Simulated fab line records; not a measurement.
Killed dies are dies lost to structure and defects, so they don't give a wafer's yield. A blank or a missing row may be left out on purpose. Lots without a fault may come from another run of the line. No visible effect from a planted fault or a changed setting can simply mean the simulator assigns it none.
Matching of chambers | flow gf180mcu | rieSi-02 running GF_POLY_GATE_ETCH_13: 4 sister chambers
The step etches poly-Si in HBr/Cl2, stops on SiO2, target depth 198.5 nm, time 69.6 s. 4 wafers are shown with their chamber, then 8 later ones without.

## WAFERS, EACH WITH ITS CHAMBER
wafer  | chamber | drypumpMotorCurrentA (A)
L966.2 | 1       | 6.8
L966.3 | 0       | 5.8
L966.6 | 2       | 6.2
L967.3 | 3       | 5.8

## WAFERS WITHOUT THEIR CHAMBER
wafer  | drypumpMotorCurrentA (A)
L967.4 | 5.8
L967.6 | 5.8
L968.1 | 6.2
L968.2 | 5.8
L968.3 | 6.9
L969.2 | 5.8
L969.4 | 5.9
L969.5 | 6.8

## EACH ONE'S CHAMBER
wafer  | from the rows above     | in truth
L967.4 | can't be placed: 0 or 3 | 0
L967.6 | can't be placed: 0 or 3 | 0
L968.1 | 2                       | 2
L968.2 | can't be placed: 0 or 3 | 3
L968.3 | 1                       | 1
L969.2 | can't be placed: 0 or 3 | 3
L969.4 | can't be placed: 0 or 3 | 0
L969.5 | 1                       | 1
Placed correctly: 3 of 8. Cannot be placed on the basis of these rows: 5; the candidates contain the true chamber in 5. Placed wrongly: 0.
How it was worked out, from the rows above alone: a wafer's distance from a chamber is the root of the sum, over the readings, of the square of ((its reading less the chamber's mean) divided by the reading's scatter). The wafer belongs to the nearest chamber; if the next one is less than 2 further off, it can't be placed. A chamber's mean is the mean of its shown wafers. The scatter: with one shown wafer a chamber, the root of the mean of the squares of how far each hidden wafer lies from its nearest shown one.
